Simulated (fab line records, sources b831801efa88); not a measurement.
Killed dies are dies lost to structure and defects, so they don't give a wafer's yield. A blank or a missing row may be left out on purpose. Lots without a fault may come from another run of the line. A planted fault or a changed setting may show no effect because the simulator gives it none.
A struck lot beside a sound one | flow gf180mcu | 14 steps out of a route of 602
Sound: wafers L335.1, L335.4, L335.5. Struck: wafers L350.4, L350.5, L350.6. The cause comes at the end.
At each step with rows: each side's tool, then ch and its chambers, then its first start. Under that, the readings that differ: sound wafers | struck wafers | difference of the means | sigmas: that difference in standard deviations of wafers without a fault.
alike: readings whose means differ by less than 2 such deviations, and words and numbers that are the same on both sides. not compared: withheld readings, readings that some wafer has no value for, bounds like >300 that may hide the same value, and numbers for which the record gives no deviation and whose values overlap.
The two part at a step that has a row with sigmas, a row that says differs or no value, or rows on one side only. Numbers that don't overlap but have no deviation are shown without sigmas and don't part them. A reading that every wafer of one side lacks parts them only if that side has two wafers or more.

GF_MIM_CVD_05: deposits Si3N4, target thk 42 nm, time 29.086 s.
  sound on pecvd-04 ch 0,1,2, day 25 06:24; struck on pecvd-04 ch 0,1,2, day 30 04:19
  alike: heater_power_w
GF_MIM_THK_MEAS_06:
  sound on film_metro-02, day 25 06:26; struck on film_metro-03, day 30 04:22
  alike: MIM_CVD_05_THK
GF_MIM_SPUTTER_07: material TiN, target thk 60 nm, time 50 s.
  sound on pvd_sputter-02, day 25 06:29; struck on pvd_sputter-04, day 30 04:24
  alike: throttle_valve_pct
GF_MIM_SPUTTER_08: material AlCu, target thk 200 nm, time 10.6 s.
  sound on pvd_sputter-02, day 25 06:32; struck on pvd_sputter-04, day 30 04:26
  alike: throttle_valve_pct
GF_MIM_SPUTTER_09: material TiN, target thk 35 nm, time 29.2 s.
  sound on pvd_sputter-02, day 25 06:34; struck on pvd_sputter-04, day 30 04:28
  alike: throttle_valve_pct
GF_MIM_RS_MEAS_10: measures by four-point-probe.
  sound on film_metro-04, day 25 06:35; struck on film_metro-04, day 30 04:34
  alike: MIM_ALCU_RS
GF_MIM_THK_MEAS_11: measures by xrf.
  sound on film_metro-04, day 25 06:43; struck on film_metro-04, day 30 04:39
  alike: MIM_ALCU_THK
then, 5 steps without rows for these wafers: GF_MIM_DEHYDRATE_12 (time 60 s); GF_MIM_HMDS_13 (prime time 60 s); GF_MIM_COAT_14 (resist thk 1000 nm); GF_MIM_SOFTBAKE_15 (time 60 s); GF_MIM_EXPOSE_16 (exposes mask FuseTop, target cd 2000 nm).
GF_MIM_PEB_17:
  sound on litho_track-03 ch 0, day 26 03:38; struck on litho_track-03, day 30 21:16
  reading         | sound          | struck | difference                    | sigmas
  exhaust_pa (Pa) | 45.1 43.7 44.8 | - - -  | no value on the struck wafers |
  not compared: chill_plate_temp_C, time_s
then, 1 step without rows for these wafers: GF_MIM_DEVELOP_18 (develop time 60 s).

WHERE THEY PART
Only at GF_MIM_PEB_17, within this record.

WHY: what the simulator had put in
Skipped step whole: litho_track-03, from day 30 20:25 on, at GF_MIM_PEB_17. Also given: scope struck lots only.
